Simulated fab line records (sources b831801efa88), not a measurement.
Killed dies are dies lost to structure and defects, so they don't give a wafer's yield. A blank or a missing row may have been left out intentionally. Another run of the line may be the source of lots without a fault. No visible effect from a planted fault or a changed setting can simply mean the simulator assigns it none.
Struck lot and sound lot, side by side :: flow sky130 :: 44 steps out of a route of 708
Sound: the wafers L943.4, L943.5, L943.6. Struck: wafers L964.1, L964.5, L964.6. Last of all comes the cause.
At each step with rows: each side's tool, then ch and its chambers, then its first start. Under that, the readings that differ: sound wafers :: struck wafers :: difference of the means :: sigmas: that difference in standard deviations of wafers without a fault.
alike: a reading whose means differ by less than 2 such deviations, as well as words and numbers matching on both sides. not compared: withheld readings; readings where some wafer has no value; bounds like >300 that might hide an equal value; numbers whose values overlap and for which the record gives no deviation.
The two part at a step that has a row with sigmas, a row that says differs or no value, or rows on one side only. When numbers do not overlap yet have no deviation, they are printed without sigmas and do not part them. Lack of a reading on every wafer of one side parts them only where that side has two or more wafers.

SKY_VIA2_SPUTTER_20: material TiN, target thk 20 nm, time 80 s.
  sound on pvd sputter-02 at day 36 21:10; struck on pvd sputter-04 at day 43 01:50
  alike: throttle valve pct
SKY_VIA2_CVD_21: deposits W, target thk 420 nm, time 126.4 s.
  sound on cvd w-01 ch 0,1, day 36 21:16; struck on cvd w-01 ch 0,1, day 43 01:53
  alike: heater power w
SKY_VIA2_RS_MEAS_22: measurement is done with a four-point probe.
  sound on film metro-02 at day 36 21:25; struck on film metro-01 at day 43 02:01
  alike: VIA2_W_RS
SKY_VIA2_THK_MEAS_23: measures by xrf.
  sound on film metro-02 at day 36 21:30; struck on film metro-01 at day 43 02:08
  alike: VIA2_W_THK
then, 3 steps without rows for these wafers: SKY_VIA2_CMP_24 (polishes, stops on SiO2, t overpolish 20 s, target thk 0 nm); SKY_METAL3_SPUTTER_00 (material Ti, target thk 15 nm, time 10 s); SKY_METAL3_SPUTTER_01 (material TiN, target thk 20 nm, time 16.7 s).
SKY_METAL3_SPUTTER_02: material AlCu, target thk 735 nm, time 39.1 s.
  sound on pvd sputter-01 at day 36 21:53; struck on pvd sputter-01 at day 43 03:01
  alike: throttle valve pct
SKY_METAL3_SPUTTER_03: material Ti, target thk 5 nm, time 3.3 s.
  sound on pvd sputter-01 at day 36 21:55; struck on pvd sputter-01 at day 43 03:04
  alike: throttle valve pct
then, 1 step without rows for these wafers: SKY_METAL3_SPUTTER_04 (material TiN, target thk 70 nm, time 58.3 s).
SKY_CAPM_CVD_00: deposits SiO2, target thk 15.5 nm.
  sound on pecvd-03 ch 0,1,2, day 36 21:59; struck on pecvd-04 ch 1,2, day 43 03:08
  alike: heater power w
SKY_CAPM_THK_MEAS_01:
  sound on film metro-03 at day 36 22:02; struck on film metro-03 at day 43 03:09
  alike: CAPM_CVD_00_THK
SKY_CAPM_SPUTTER_02: material TiN, target thk 200 nm, time 166.7 s.
  sound on pvd sputter-03 at day 36 22:04; struck on pvd sputter-04 at day 43 03:13
reading: model.TiN_of_CAPM_SPUTTER_02.thk nm (nm)
sound: 195.6 197.5 197.6
struck: 154.5 153.6 157.5
difference: -41.7
sigmas: 
  alike: throttle valve pct
SKY_CAPM_RS_MEAS_03: measurement is done with a four-point probe.
  sound on film metro-01 at day 36 22:14; struck on film metro-01 at day 43 03:19
reading: CAPM_TIN_RS (ohm/sq)
sound: 7.06 6.99 6.99
struck: 9.00 9.05 8.81
difference: +1.94
sigmas: +23
SKY_CAPM_THK_MEAS_04: measures by xrf.
  sound on film metro-01 at day 36 22:19; struck on film metro-01 at day 43 03:26
reading: CAPM_TIN_THK (nm)
sound: 194.4 196.5 196.4
struck: 153.5 152.5 156.2
difference: -41.7
sigmas: -17
then, 7 steps without rows for these wafers: SKY_CAPM_DEHYDRATE_05 (time 60 s); SKY_CAPM_HMDS_06 (prime time 60 s); SKY_CAPM_COAT_07 (resist thk 1140 nm); SKY_CAPM_SOFTBAKE_08 (time 60 s); SKY_CAPM_EXPOSE_09 (exposes mask CAPM, target cd 1000 nm); SKY_CAPM_PEB_10; SKY_CAPM_DEVELOP_11 (develop time 60 s).
SKY_CAPM_OVL_MEAS_12:
  sound on overlay-01 at day 37 22:38; struck on overlay-01 at day 44 01:27
  alike: CAPM_OVL
SKY_CAPM_METAL_ETCH_13: etches TiN in Cl2/BCl3, stops on SiO2, target depth 220 nm, time 62.9 s.
  sound on rie metal-02 ch 0,1, day 37 22:40; struck on rie metal-02 ch 0,1, day 44 01:29
reading: oes product au (a.u.)
sound: 0.936 0.932 0.938
struck: 0.810 0.808 0.822
difference: -0.122
sigmas: -15

reading: throttle valve pct (%)
sound: 21.926 21.903 21.917
struck: 21.983 21.982 21.966
difference: +0.062
sigmas: +6
  alike: drypump motor current A
  not compared: rf hours counter h
then, 12 steps without rows for these wafers: SKY_CAPM_STRIP_14 (strips in O2/N2); SKY_CAPM_STRIP_15 (strips in post etch residue remover, time 1200 s); SKY_CAPM_CLEAN_16 (cleans in IPA, time 180 s); SKY_CAPM_CLEAN_17 (cleans in O3/DIW); SKY_METAL3_DEHYDRATE_05 (time 60 s); SKY_METAL3_HMDS_06 (prime time 60 s); SKY_METAL3_COAT_07 (resist thk 60 nm); SKY_METAL3_COAT_08 (resist thk 1140 nm); SKY_METAL3_SOFTBAKE_09 (time 90 s); SKY_METAL3_EXPOSE_10 (exposes mask MM3, target cd 300 nm); SKY_METAL3_PEB_11; SKY_METAL3_DEVELOP_12 (develop time 60 s).
SKY_METAL3_CD_MEAS_13: the cd target is 300 nm.
  sound on cd sem-02 at day 39 00:51; struck on cd sem-01 at day 44 23:47
  alike: cd nm
SKY_METAL3_OVL_MEAS_14:
  sound on overlay-02 at day 39 00:56; struck on overlay-01 at day 44 23:55
  alike: METAL3_OVL
then, 4 steps without rows for these wafers: SKY_METAL3_DESCUM_15 (chemistry O2, time 8 s); SKY_METAL3_ETCH_16 (etches BARC in N2/H2, stops on SiO2, time 88.2 s, target depth 60 nm); SKY_METAL3_ETCH_17 (etches SiO2 in C4F8/O2/Ar, stops on TiN, time 3.9 s, target depth 15 nm); SKY_METAL3_METAL_ETCH_18 (etches the open film in Cl2/BCl3, stops on SiO2, target depth 845 nm, time 183.1 s).
SKY_METAL3_STRIP_20: strips in post etch residue remover, time 1200 s.
  sound on wet bench-03 ch 2, day 39 01:22; struck on wet bench-04 ch 2, day 45 00:22
reading: model.TiN_of_CAPM_SPUTTER_02.thk nm (nm)
sound: 194.8 196.6 196.8
struck: 153.7 152.8 156.7
difference: -41.7
sigmas: 
-- the record jumps here: 6 days lie between the struck wafers' starts before and after (it left off in module METAL3 and takes up again in module PAD_OPEN, whose first step shown is number 708 of the route) --
SKY_PAD_OPEN_PROBE_99:
  sound on prober-02 at day 46 04:23; struck on prober-01 at day 50 22:59
reading: killed_at_M0_to_M3
sound: 46 35 64
struck: 40 29 30
difference: -15
sigmas: -2

reading: model.etest.cap mim.plate ohm sq
sound: 6.11 6.067 6.126
struck: 7.761 7.892 7.711
difference: +1.687
sigmas: 

reading: model.etest.cap mim.bv v (V)
sound: 13.51 14.12 14.32
struck: 12.67 13.07 13.43
difference: -0.93
sigmas: 

reading: model.etest.cap mim.leak log10 a cm2
sound: -8.802 -8.786 -8.847
struck: -8.326 -8.561 -8.622
difference: +0.309
sigmas: 
  alike: defect limited yield, killed_at_M4_up, killed at contacts, killed at front end, killed at other, killed dies, killed open, killed short, sort_bin_3_pad_short, sort_bin_5_function, sort_bin_6_memory, sort n pass, sort yield pct

WHERE THEY PART
First at SKY_CAPM_RS_MEAS_03; last, within this record, at SKY_PAD_OPEN_PROBE_99.

WHY: what the simulator had put in
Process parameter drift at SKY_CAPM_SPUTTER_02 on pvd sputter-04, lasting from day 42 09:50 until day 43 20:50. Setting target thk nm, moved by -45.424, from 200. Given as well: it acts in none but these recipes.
